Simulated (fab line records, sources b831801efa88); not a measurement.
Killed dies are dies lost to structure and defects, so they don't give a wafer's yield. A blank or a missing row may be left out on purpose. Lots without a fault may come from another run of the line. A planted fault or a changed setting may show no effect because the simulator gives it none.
A struck lot beside a sound one | flow sky130 | 15 steps out of a route of 708
Sound: wafers L328.1, L328.2, L328.5. Struck: wafers L346.3, L346.4, L346.6. The cause comes at the end.
At each step with rows: each side's tool, then ch and its chambers, then its first start. Under that, the readings that differ: sound wafers | struck wafers | difference of the means | sigmas: that difference in standard deviations of wafers without a fault.
alike: readings whose means differ by less than 2 such deviations, and words and numbers that are the same on both sides. not compared: withheld readings, readings that some wafer has no value for, bounds like >300 that may hide the same value, and numbers for which the record gives no deviation and whose values overlap.
The two part at a step that has a row with sigmas, a row that says differs or no value, or rows on one side only. Numbers that don't overlap but have no deviation are shown without sigmas and don't part them. A reading that every wafer of one side lacks parts them only if that side has two wafers or more.

first, 2 steps without rows for these wafers: SKY_GATE_OXIDE_IMPLANT_11; SKY_GATE_OXIDE_WET_ETCH_12 (etches SiO2 in dHF, target depth 16.8 nm, time 336 s).
SKY_GATE_OXIDE_STRIP_13: strips in O2/N2.
  sound on plasma_asher-02 ch 0,1, day 13 21:56; struck on plasma_asher-03 ch 0,1, day 20 20:08
  reading                      | sound             | struck            | difference | sigmas
  strip_time_to_endpoint_s (s) | 14.12 14.14 14.10 | 14.27 14.24 14.24 | +0.13      | +3
  alike: drypump_motor_current_A, oes_product_au
  not compared: rf_hours_counter_h
SKY_GATE_OXIDE_TW_MEAS_14:
  sound on film_metro-02, day 13 22:02; struck on film_metro-03, day 20 20:13
  alike: GATE_OXIDE_TW
then, 3 steps without rows for these wafers: SKY_GATE_OXIDE_CLEAN_15 (cleans in SC1/SC2, time 150 s); SKY_GATE_OXIDE_OXIDATION_16 (stabilise 600 s, purge 300 s, target thk 3.57 nm); SKY_POLY_GATE_CVD_00 (deposits poly-Si, target thk 180 nm, time 720 s).
SKY_POLY_GATE_THK_MEAS_01:
  sound on film_metro-02, day 14 02:57; struck on film_metro-01, day 20 23:40
  alike: POLY_GATE_CVD_00_THK
then, 4 steps without rows for these wafers: SKY_RES_PROTECT_DEHYDRATE_00 (time 60 s); SKY_RES_PROTECT_HMDS_01 (prime time 60 s); SKY_RES_PROTECT_COAT_02 (resist thk 1140 nm); SKY_RES_PROTECT_SOFTBAKE_03 (time 60 s).
SKY_RES_PROTECT_EXPOSE_04: exposes mask RPM, target cd 1270 nm.
  sound on iline_stepper-02 ch 0, day 14 16:44; struck on iline_stepper-01 ch 0, day 21 14:53
  reading              | sound                | struck               | difference | sigmas
  exposure_dose_mJ_cm2 | 131.11 131.30 131.07 | 127.31 127.17 127.08 | -3.97      | -31
  reticle_temp_C (C)   | 22.86 22.85 22.84    | 23.12 23.04 23.08    | +0.23      | +2
  alike: mask, focus_offset_nm
then, 1 step without rows for these wafers: SKY_RES_PROTECT_PEB_05.
-- the record jumps here: 29 days lie between the struck wafers' starts before and after (it left off in module RES_PROTECT and takes up again in module PAD_OPEN, whose first step shown is number 708 of the route) --
SKY_PAD_OPEN_PROBE_99:
  sound on prober-01, day 45 15:49; struck on prober-01, day 50 11:14
  alike: killed_at_M0_to_M3, killed_at_M4_up, killed_at_contacts, killed_at_front_end, killed_at_other, killed_dies, killed_open, killed_short

WHERE THEY PART
First at SKY_GATE_OXIDE_STRIP_13; last, within this record, at SKY_RES_PROTECT_EXPOSE_04. Later steps at which nothing parts them and some readings are alike: SKY_PAD_OPEN_PROBE_99.

WHY: what the simulator had put in
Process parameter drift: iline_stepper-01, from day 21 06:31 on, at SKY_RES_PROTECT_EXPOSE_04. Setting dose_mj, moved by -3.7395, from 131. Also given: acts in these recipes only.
